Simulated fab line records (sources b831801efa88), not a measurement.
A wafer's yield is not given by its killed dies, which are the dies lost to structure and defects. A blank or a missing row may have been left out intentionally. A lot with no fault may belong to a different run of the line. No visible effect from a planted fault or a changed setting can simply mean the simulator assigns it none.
Code-filled problem report in 8D (eight disciplines) form || flow sky130 || the parts of the form that need people (team, actions taken, sign-off) are left out

== 1. THE PROBLEM ==
Wafers without a fault read 0.710 a.u. with a standard deviation of 0.0049, while oesProductAu at SKY_SONOS_ONO_STRIP_17 averages 0.921 a.u. across 3 wafers of 1 lot. Relative to the usual mean, that is a shift of +43 standard deviations.
The step: strips in O2/N2.
Seen first at day 17 18:05 on plasmaAsher-02, wafer L975.2. At this step, 36 wafers from 12 lots have a number in the record. By rule, "out" or "out of limits" means more than 4 standard deviations away from the usual mean. The other wafers with a number count as sound.

== 2. WHAT IT IS AND WHAT IT IS NOT ==
{"question": "which readings at this step", "is": "oesProductAu", "is not": "drypumpMotorCurrentA, n2FlowSccm"}
{"question": "which lots", "is": "L975", "is not": "L962, L963, L964, L965, L968, L969, L974, L982, L983, L984, L985"}
{"question": "which wafers of those lots", "is": "all that have a number", "is not": "-"}
{"question": "read on which tools", "is": "plasmaAsher-02", "is not": "plasmaAsher-03, plasmaAsher-04"}
{"question": "when", "is": "from day 17 18:05", "is not": "up to then (21 sound wafers); but 12 sound wafers of L982, L983, L984, L985 came after"}

== 3. THE SUSPECTS, EACH WITH WHAT RULES IT OUT ==
Counting: a tool at any process step up to the reading remains a suspect when it ran all the lots that are out and ran no sound lot after the first of those.
- plasmaAsher-02 at SKY_SONOS_ONO_STRIP_17 (strips in O2/N2): ruled out as a lasting fault. Following L975 (day 17 18:05), the first lot on it that is out, the sound lots L984 were run on it.
Left after counting: nothing in the record.

== 4. THE CAUSE (what the simulator had put in) ==
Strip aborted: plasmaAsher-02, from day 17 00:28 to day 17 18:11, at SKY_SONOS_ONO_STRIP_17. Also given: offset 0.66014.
Counting ruled it out, wrongly.

== 5. THE EFFECT CHAIN, in route order ==
One row per reading whose mean, taken over the struck wafers that have a number, lies over 3 standard deviations from the usual. Scope: only readings with a usual standard deviation given in the record; hours: median across lots of the time from each lot's start at the first step in this table that gives one to its start at this step; sigmas: change in usual standard deviations.
{"hours": 0, "step": "SKY_SONOS_ONO_STRIP_17", "reading": "oesProductAu", "usual": "0.710 a.u.", "on struck wafers": 0.921, "change": "+0.211", "sigmas": "+43"}
{"hours": 780, "step": "SKY_PAD_OPEN_PROBE_99", "reading": "killedAtFrontEnd", "usual": 14, "on struck wafers": 417, "change": "+403", "sigmas": "+94"}
{"hours": 780, "step": "SKY_PAD_OPEN_PROBE_99", "reading": "killedDies", "usual": 85, "on struck wafers": 492, "change": "+407", "sigmas": "+42"}
{"hours": 780, "step": "SKY_PAD_OPEN_PROBE_99", "reading": "killedOnRim", "usual": 17, "on struck wafers": 96, "change": "+79", "sigmas": "+20"}
Process steps it contains:
- SKY_SONOS_ONO_STRIP_17: strips in O2/N2.
- SKY_PAD_OPEN_PROBE_99
Readings that are blank on the struck wafers while sound wafers have them: stripTimeToEndpointS at SKY_SONOS_ONO_STRIP_17.

== 6. HOW IT WOULD HAVE BEEN CAUGHT EARLIER ==
In this record no reading fell out of limits until day 17 18:05, 18 hours after the fault had begun at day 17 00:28.
